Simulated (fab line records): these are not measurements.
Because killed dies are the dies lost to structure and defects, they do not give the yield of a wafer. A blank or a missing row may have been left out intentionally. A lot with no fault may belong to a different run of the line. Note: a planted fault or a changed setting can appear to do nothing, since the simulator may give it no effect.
Matching of chambers || flow sky130 || 4 sister chambers for SKY_VIA4_CMP_02 on cmp-02
The step polishes SiO2. 14 wafers are shown with their chamber, then 7 later ones without.

WAFERS, EACH WITH ITS CHAMBER
{"wafer": "L074.2", "chamber": 2, "motorCurrentA (A)": 11.3}
{"wafer": "L074.4", "chamber": 0, "motorCurrentA (A)": 12.8}
{"wafer": "L074.6", "chamber": 3, "motorCurrentA (A)": 14.6}
{"wafer": "L076.2", "chamber": 0, "motorCurrentA (A)": 12.1}
{"wafer": "L076.3", "chamber": 3, "motorCurrentA (A)": 13.6}
{"wafer": "L076.6", "chamber": 0, "motorCurrentA (A)": 12.5}
{"wafer": "L078.2", "chamber": 1, "motorCurrentA (A)": 10.3}
{"wafer": "L078.3", "chamber": 2, "motorCurrentA (A)": 11.4}
{"wafer": "L078.4", "chamber": 0, "motorCurrentA (A)": 12.5}
{"wafer": "L079.2", "chamber": 1, "motorCurrentA (A)": 10.6}
{"wafer": "L079.5", "chamber": 3, "motorCurrentA (A)": 13.8}
{"wafer": "L079.6", "chamber": 2, "motorCurrentA (A)": 11.2}
{"wafer": "L094.1", "chamber": 3, "motorCurrentA (A)": 13.7}
{"wafer": "L094.2", "chamber": 1, "motorCurrentA (A)": 10.4}

SIGNATURES, as means of the wafers listed above
{"reading": "motorCurrentA", "chamber 0": 12.475, "chamber 1": 10.433, "chamber 2": 11.300, "chamber 3": 13.925, "scatter within a chamber": 0.307}
Rule: distance of a wafer from a chamber = root of the sum over the readings of ((wafer's reading minus chamber's mean) / reading's scatter) squared. The wafer belongs to the nearest chamber; if the next one is less than 2 further off, it can't be placed. The scatter: take each reading less its chamber's mean, square it, sum over the shown wafers, divide by the number of wafers less the number of chambers, and take the root.

WAFERS WITH NO CHAMBER GIVEN
{"wafer": "L094.3", "motorCurrentA (A)": 12.5}
{"wafer": "L094.4", "motorCurrentA (A)": 12.6}
{"wafer": "L094.5", "motorCurrentA (A)": 10.9}
{"wafer": "L094.6", "motorCurrentA (A)": 12.1}
{"wafer": "L092.1", "motorCurrentA (A)": 13.5}
{"wafer": "L092.3", "motorCurrentA (A)": 12.0}
{"wafer": "L092.6", "motorCurrentA (A)": 11.6}

THE CHAMBER EACH PASSED THROUGH
{"wafer": "L094.3", "from the rows above": 0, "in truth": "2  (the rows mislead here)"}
{"wafer": "L094.4", "from the rows above": 0, "in truth": 0}
{"wafer": "L094.5", "from the rows above": "can't be placed: 2 or 1", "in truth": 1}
{"wafer": "L094.6", "from the rows above": "can't be placed: 0 or 2", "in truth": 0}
{"wafer": "L092.1", "from the rows above": "can't be placed: 3 or 0", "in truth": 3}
{"wafer": "L092.3", "from the rows above": "can't be placed: 0 or 2", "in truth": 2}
{"wafer": "L092.6", "from the rows above": "can't be placed: 2 or 0", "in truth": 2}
Correct placement for 1 of the 7. Not placeable from these rows: 5 (in 5, the candidates include the true chamber). Number placed wrongly: 1.
